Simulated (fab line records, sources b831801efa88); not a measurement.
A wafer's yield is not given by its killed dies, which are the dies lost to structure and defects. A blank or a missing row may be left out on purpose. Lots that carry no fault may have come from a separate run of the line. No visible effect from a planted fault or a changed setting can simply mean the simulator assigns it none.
What tool caused it?	flow sky130	Sampling: 7 lots, 21 wafers, 5 of 708 route steps

## WHAT THE GAUGES SHOWED, per wafer
SKY_CONTACT_RS_MEAS_25: a four-point-probe measurement.
lot	measured	on	CONTACT_W_RS (ohm/sq)
L661	day 31 21:32	film_metro-03	0.340 0.340 0.347
L663	day 32 12:40	film_metro-01	0.339 0.339 0.330
L664	day 34 02:44	film_metro-01	0.344 0.344 0.330
L668	day 34 14:35	film_metro-02	0.337 0.339 0.336
L676	day 36 18:14	film_metro-03	0.364 0.363 0.361 0.364 0.364 0.362
L679	day 38 01:45	film_metro-03	0.366 0.365 0.370 0.365 0.366 0.370
L682	day 38 21:38	film_metro-03	0.333 0.341 0.334

## WHICH TOOL RAN EACH LOT (tool, then ch and the chambers of the sampled wafers, then the start)
lot	SKY_LOCAL_INTERCONNECT_METAL_ETCH_14	SKY_LOCAL_INTERCONNECT_STRIP_15	SKY_CONTACT_CMP_04	SKY_CONTACT_CVD_24
L661	rie_metal-02 ch 0,1, day 30 15:13	plasma_asher-02 ch 0,1, day 30 15:16	cmp-02 ch 0,1,2, day 30 16:13	cvd_w-01 ch 0,1, day 31 21:24
L663	rie_metal-03 ch 0,1, day 31 06:10	plasma_asher-01 ch 0,1, day 31 06:13	cmp-01 ch 0,2, day 31 07:26	cvd_w-02 ch 0,1, day 32 12:32
L664	rie_metal-04 ch 0,1, day 32 22:37	plasma_asher-01 ch 0,1, day 32 22:40	cmp-02 ch 1,2,3, day 32 23:38	cvd_w-02 ch 0,1, day 34 02:37
L668	rie_metal-03 ch 0,1, day 33 10:04	plasma_asher-02 ch 0,1, day 33 10:07	cmp-02 ch 1,2,3, day 33 11:01	cvd_w-01 ch 0,1, day 34 14:29
L676	rie_metal-03 ch 0,1, day 35 13:23	plasma_asher-02 ch 0,1, day 35 13:28	cmp-01 ch 1,2,3, day 35 14:21	cvd_w-01 ch 0,1, day 36 18:06
L679	rie_metal-03 ch 0,1, day 36 21:14	plasma_asher-04 ch 0,1, day 36 21:18	cmp-02 ch 1,2, day 36 22:09	cvd_w-01 ch 0,1, day 38 01:38
L682	rie_metal-03 ch 0,1, day 37 18:01	plasma_asher-01 ch 0,1, day 37 18:04	cmp-01 ch 0,2, day 37 18:53	cvd_w-02 ch 0,1, day 38 21:31
- SKY_LOCAL_INTERCONNECT_METAL_ETCH_14: etches TiN in Cl2/BCl3, stops on PSG, target depth 110 nm, time 31.4 s.
- SKY_LOCAL_INTERCONNECT_STRIP_15: strips in O2/N2.
- SKY_CONTACT_CMP_04: polishes SiO2.
- SKY_CONTACT_CVD_24: deposits W, target thk 340 nm, time 102.12 s.

## THE ANSWER, worked out from the rows above alone
Rule: what is usual is taken from the lots themselves. Put in order of their means at a reading, lots are off if they are a third of the lots or fewer, leave a main group of 4 or more, and stand apart from it by a gap of 3 or more times the standard deviation of the main group's means; of several such gaps the widest counts. A main group is skipped when, at the precision printed for the reading in the tables above, its means are all equal. Also off: a lot with no number at a reading for which 4 or more lots have one. The other lots that the step has rows for count as sound.
Off: L676, L679, seen at SKY_CONTACT_RS_MEAS_25 (CONTACT_W_RS). Mean 0.338 ohm/sq and standard deviation 0.0024 in the main group.
A tool fits if, at a process step before that reading, it ran every lot that is off, and no sound lot after the first of them. Gauges at SKY_CONTACT_RS_MEAS_25: tried the same way as those tools. One fits: SKY_CONTACT_CVD_24 on cvd_w-01. Its last sound lot is L668 (day 34 14:29), its first lot that is off L676 (day 36 18:06): a fault that began between those two fits.

## WHAT WAS PUT IN BY THE SIMULATOR
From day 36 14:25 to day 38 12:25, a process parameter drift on cvd_w-01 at SKY_CONTACT_CVD_24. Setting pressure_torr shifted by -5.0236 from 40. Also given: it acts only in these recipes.
Shown lots that were struck: L676, L679. This agrees with what the rule above found.
